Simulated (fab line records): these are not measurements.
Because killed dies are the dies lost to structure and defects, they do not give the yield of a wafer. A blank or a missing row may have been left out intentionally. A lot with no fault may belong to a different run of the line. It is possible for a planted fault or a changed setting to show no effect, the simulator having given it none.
A lot that was struck, set against a sound lot	flow sky130	25 out of 708 route steps
Sound: the wafers L885.1, L885.2, L885.5. Struck: wafer L873.3. (L873.6 of the same lot was not struck and is left out.) The cause comes at the end.
Each step with rows lists, per side, the tool, then ch with its chambers, then its first start. Under that, the readings that differ: sound wafers	struck wafers	difference of the means	sigmas: that difference in standard deviations of wafers without a fault.
alike: readings whose means differ by less than 2 such deviations, and words and numbers that are the same on both sides. not compared: withheld readings, readings that some wafer has no value for, bounds like >300 that may hide the same value, and numbers for which the record gives no deviation and whose values overlap.
A row with sigmas, a row that says differs or no value, or rows on one side alone: a step with any of these is where the two part. Non-overlapping numbers with no deviation appear without sigmas and do not part them. A reading missing from all wafers of one side parts the sides only when that side holds two or more wafers.

first, 3 steps without rows for these wafers: SKY_CAP2M_EXPOSE_09 (exposes mask CAP2M, target cd 1000 nm); SKY_CAP2M_PEB_10; SKY_CAP2M_DEVELOP_11 (develop time 60 s).
SKY_CAP2M_OVL_MEAS_12:
  sound: overlay-02 at day 46 13:58; struck: overlay-01 at day 43 10:41
  alike: CAP2M_OVL
SKY_CAP2M_METAL_ETCH_13: etches TiN in Cl2/BCl3, stops on SiO2, target depth 220 nm, time 62.9 s.
  sound on rieMetal-04 ch 0,1, day 46 14:00; struck on rieMetal-02 ch 1, day 43 10:44
reading	sound	struck	difference	sigmas
rfFwdPowerW (W)	888.1 896.1 896.0	899.4	+6.0	+2
  alike: drypumpMotorCurrentA, oesProductAu, throttleValvePct
  not compared: rfHoursCounterH
then, 7 steps without rows for these wafers: SKY_CAP2M_STRIP_14 (strips in O2/N2); SKY_CAP2M_STRIP_15 (strips in post etch residue remover, time 1200 s); SKY_CAP2M_CLEAN_16 (cleans in IPA, time 180 s); SKY_CAP2M_CLEAN_17 (cleans in O3/DIW); SKY_METAL4_DEHYDRATE_05 (time 60 s); SKY_METAL4_HMDS_06 (prime time 60 s); SKY_METAL4_COAT_07 (resist thk 60 nm).
SKY_METAL4_COAT_08: resist thk 1140 nm.
  sound on lithoTrack-02 ch 0, day 47 01:00; struck on lithoTrack-04 ch 0, day 43 22:00
reading	sound	struck	difference	sigmas
model.KrF-thick_of_METAL4_COAT_08.thkNm (nm)	1134 1137 1135	1152	+17	
then, 4 steps without rows for these wafers: SKY_METAL4_SOFTBAKE_09 (time 90 s); SKY_METAL4_EXPOSE_10 (exposes mask MM4, target cd 300 nm); SKY_METAL4_PEB_11; SKY_METAL4_DEVELOP_12 (develop time 60 s).
SKY_METAL4_CD_MEAS_13: the cd target is 300 nm.
  sound: cdSem-01 at day 47 10:17; struck: cdSem-02 at day 44 09:52
  alike: cdNm
SKY_METAL4_OVL_MEAS_14:
  sound: overlay-02 at day 47 10:24; struck: overlay-02 at day 44 09:57
  alike: METAL4_OVL
SKY_METAL4_DESCUM_15: chemistry O2, time 8 s.
  sound on rieMetal-04 ch 0,1, day 47 10:26; struck on rieMetal-01 ch 1, day 44 09:59
reading	sound	struck	difference	sigmas
drypumpMotorCurrentA (A)	6.7 6.4 6.7	5.3	-1.3	-3
oesProductAu (a.u.)	1.005 1.008 0.999	0.979	-0.025	-2
rfFwdPowerW (W)	147.9 147.3 147.9	146.1	-1.6	-2
  not compared: rfHoursCounterH
SKY_METAL4_ETCH_16: etches BARC in N2/H2, stops on SiO2, time 88.2 s, target depth 60 nm.
  sound on rieMetal-04 ch 0,1, day 47 10:28; struck on rieMetal-01 ch 1, day 44 10:02
reading	sound	struck	difference	sigmas
drypumpMotorCurrentA (A)	6.8 6.4 6.7	5.3	-1.3	-3
  alike: oesProductAu, rfFwdPowerW, throttleValvePct
  not compared: rfHoursCounterH
SKY_METAL4_ETCH_17: etches SiO2 in C4F8/O2/Ar, stops on TiN, time 3.9 s, target depth 15 nm.
  sound on rieDiel-02 ch 1,2, day 47 10:34; struck on rieDiel-02 ch 1, day 44 10:07
  alike: oesProductAu, rfFwdPowerW
  not compared: rfHoursCounterH
SKY_METAL4_METAL_ETCH_18: etches the open film in Cl2/BCl3, stops on SiO2, target depth 845 nm, time 183.1 s.
  sound on rieMetal-01 ch 0,1, day 47 10:35; struck on rieMetal-03 ch 0, day 44 10:11
reading	sound	struck	difference	sigmas
throttleValvePct (%)	22.268 22.265 22.265	22.244	-0.022	-2
  alike: drypumpMotorCurrentA, oesProductAu, rfFwdPowerW
  not compared: rfHoursCounterH, model.KrF-thick_of_METAL4_COAT_08.thkNm
SKY_METAL4_STRIP_19: strips in O2/N2.
  sound on plasmaAsher-02 ch 0,1, day 47 10:46; struck on plasmaAsher-02 ch 1, day 44 10:20
  alike: drypumpMotorCurrentA, oesProductAu, stripTimeToEndpointS
  not compared: rfHoursCounterH
-- the record jumps here: 4 days lie between the struck wafers' starts before and after (it left off in module METAL4 and takes up again in module PAD_OPEN, whose first step shown is number 708 of the route) --
SKY_PAD_OPEN_PROBE_99:
  sound: prober-01 at day 50 15:20; struck: prober-01 at day 48 04:36
reading	sound	struck	difference	sigmas
sort_bin_3_pad_short (%)	0.2 1.0 0.8	1.8	+1.1	+3
  alike: defectLimitedYield, killed_at_M0_to_M3, killed_at_M4_up, killedAtContacts, killedAtFrontEnd, killedAtOther, killedDies, killedOpen, killedShort, sort_bin_5_function, sort_bin_6_memory, sortNPass, sortYieldPct

== WHERE THEY PART ==
Earliest at SKY_CAP2M_METAL_ETCH_13; latest, in this record, at SKY_PAD_OPEN_PROBE_99.

WHY: the cause the simulator had injected
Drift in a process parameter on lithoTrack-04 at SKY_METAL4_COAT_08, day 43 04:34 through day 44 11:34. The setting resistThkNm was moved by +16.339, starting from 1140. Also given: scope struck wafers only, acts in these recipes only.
